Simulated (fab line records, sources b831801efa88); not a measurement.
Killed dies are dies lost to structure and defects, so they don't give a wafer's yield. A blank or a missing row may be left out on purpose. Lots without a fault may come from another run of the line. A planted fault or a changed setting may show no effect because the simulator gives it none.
Split-lot experiment | flow gf180mcu | 5 lots, 23 wafers read, on a route of 602 steps

THE SPLIT
At GF_M4_EXPOSE_11 (exposes mask Metal4, target cd 280 nm), the setting dose_mj was moved away from the recipe's 28 on 10 of the 23 wafers read, by -6.8% to +4.7%. The other wafers ran this setting at the recipe's value.

FROM THE SPLIT TO THE READING: what the file shows between them, 2 steps
- GF_M4_PEB_12: peb time 90 s
- GF_M4_DEVELOP_13: develop time 60 s

THE READING
cd_nm, in nm, at GF_M4_CD_MEAS_14 (target cd 280 nm). Fault-free wafers of this fab line usually give 280.3 nm, standard deviation 1.5 nm.

wafer  | tool, chamber at the split | dose_mj as run | against the recipe | cd_nm, nm | against lot-mates on the recipe
L074.1 | krf_scanner-01, 0          | 28             | recipe             | 280.4     | -
L074.2 | krf_scanner-01, 0          | 28             | recipe             | 280.4     | -
L074.3 | krf_scanner-01, 0          | 28             | recipe             | 280.6     | -
L074.4 | krf_scanner-01, 0          | 26.26          | -6.2%              | 289.4     | +8.9
L074.6 | krf_scanner-01, 0          | 26.26          | -6.2%              | 289.9     | +9.4
L075.1 | krf_scanner-02, 0          | 29.33          | +4.7%              | 269.5     | -7.6
L075.2 | krf_scanner-02, 0          | 29.33          | +4.7%              | 270.6     | -6.4
L075.3 | krf_scanner-02, 0          | 29.33          | +4.7%              | 269.8     | -7.2
L075.5 | krf_scanner-02, 0          | 28             | recipe             | 277.6     | -
L075.6 | krf_scanner-02, 0          | 28             | recipe             | 276.5     | -
L077.1 | krf_scanner-02, 0          | 28.68          | +2.4%              | 275.6     | -5.4
L077.2 | krf_scanner-02, 0          | 28             | recipe             | 280.9     | -
L077.4 | krf_scanner-02, 0          | 28.68          | +2.4%              | 275.6     | -5.4
L077.5 | krf_scanner-02, 0          | 28             | recipe             | 281.2     | -
L077.6 | krf_scanner-02, 0          | 28.68          | +2.4%              | 279.2     | -1.8
L080.1 | krf_scanner-02, 0          | 28             | recipe             | 278.6     | -
L080.3 | krf_scanner-02, 0          | 28             | recipe             | 278.5     | -
L080.5 | krf_scanner-02, 0          | 28             | recipe             | 278.3     | -
L081.1 | krf_scanner-02, 0          | 26.1           | -6.8%              | 290.8     | +10.5
L081.2 | krf_scanner-02, 0          | 28             | recipe             | 280.0     | -
L081.3 | krf_scanner-02, 0          | 26.1           | -6.8%              | 290.3     | +10.0
L081.4 | krf_scanner-02, 0          | 28             | recipe             | 281.3     | -
L081.6 | krf_scanner-02, 0          | 28             | recipe             | 279.7     | -

THE FIT
A straight line over all 23 wafers: cd_nm changes by -1.7 nm for each +1% of dose_mj; r = -0.97; the points scatter about the line by 1.5 nm.
The same after taking each lot's own level away (the mean of its wafers on the recipe; 23 wafers): -1.51 nm for each +1%; r = -0.99; scatter 0.78 nm.
On that fit, the largest move of dose_mj shifts the reading by 10 nm.
The lots' own levels span 277.05 to 281.05 nm, that is 2.7 times the standard deviation above.
So the lot-to-lot level changes the slope: the two fits differ.
Check: with one of the wafers moved furthest among these (-6.8%) left out of the fit, the line predicts +10.1 nm for it against its lot-mates. It came out at +10.5 nm against them.

OTHER SPLITS ON THESE WAFERS
These wafers also went through other splits before the reading. Each is held against what the fit with the lots' levels taken away leaves over:
other split on the same wafers       | wafers away from the commonest value | r with cd_nm (lot level and that fit taken away)
GF_CONTACT_COAT_09 resist_thk_nm     | 7                                    | +0.14
GF_CONTACT_SPUTTER_22 power_w        | 6                                    | +0.28
GF_M1_SPUTTER_00 chamber_pressure_pa | 18                                   | +0.14
GF_V1_COAT_09 resist_thk_nm          | 8                                    | -0.34
GF_V1_PEB_12 peb_temp_c              | 6                                    | -0.05
GF_M2_SPUTTER_00 time_s              | 7                                    | +0.30
GF_V2_CVD_23 temp_c                  | 10                                   | -0.07
GF_M3_SPUTTER_04 power_w             | 7                                    | -0.09
GF_M3_METAL_ETCH_16 icp_w            | 8                                    | -0.02
GF_M4_SPUTTER_04 time_s              | 9                                    | +0.20

THE FILE'S OWN FIT
cd_nm changes by -1.51 nm for each +1% of dose_mj, r = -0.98.
